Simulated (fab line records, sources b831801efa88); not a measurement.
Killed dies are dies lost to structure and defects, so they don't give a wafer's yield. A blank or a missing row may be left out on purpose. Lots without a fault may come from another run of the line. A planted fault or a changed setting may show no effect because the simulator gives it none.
Chamber matching | flow gf180mcu | GF_POLY_GATE_ETCH_13 on rie_si-01: 4 sister chambers
The step etches poly-Si in HBr/Cl2, stops on SiO2, target depth 198.5 nm, time 69.6 s. 8 wafers are shown with their chamber, then 7 later ones without.

WAFERS WITH THEIR CHAMBER
wafer  | chamber | drypump_motor_current_A (A) | run_length_s (s)
L259.3 | 0       | 5.71                        | 98.7
L259.6 | 0       | 5.71                        | 98.3
L262.3 | 3       | 5.63                        | 98.3
L262.4 | 1       | 5.76                        | 97.3
L268.3 | 3       | 5.60                        | 98.6
L268.6 | 2       | 5.33                        | 98.4
L277.1 | 2       | 5.30                        | 98.2
L277.4 | 1       | 5.74                        | 97.1

WAFERS WITHOUT THEIR CHAMBER
wafer  | drypump_motor_current_A (A) | run_length_s (s)
L277.5 | 5.63                        | 98.4
L278.1 | 5.29                        | 98.3
L278.2 | 5.71                        | 97.6
L278.3 | 5.62                        | 98.2
L279.3 | 5.75                        | 97.1
L279.4 | 5.31                        | 98.6
L279.5 | 5.72                        | 98.6

WHICH CHAMBER EACH WENT THROUGH
wafer  | from the rows above     | in truth
L277.5 | 3                       | 3
L278.1 | 2                       | 2
L278.2 | can't be placed: 1 or 0 | 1
L278.3 | 3                       | 3
L279.3 | 1                       | 1
L279.4 | 2                       | 2
L279.5 | 0                       | 0
Placed correctly: 6 of 7. Can't be placed from these rows: 1 (the true chamber is among the candidates in 1). Placed wrongly: 0.
How it was worked out, from the rows above alone: a wafer's distance from a chamber is the root of the sum, over the readings, of the square of ((its reading less the chamber's mean) divided by the reading's scatter). The wafer belongs to the nearest chamber; if the next one is less than 2 further off, it can't be placed. A chamber's mean is the mean of its shown wafers. The scatter: the root of (the sum of the squares of (reading less its chamber's mean) over the shown wafers, divided by (wafers less chambers)).
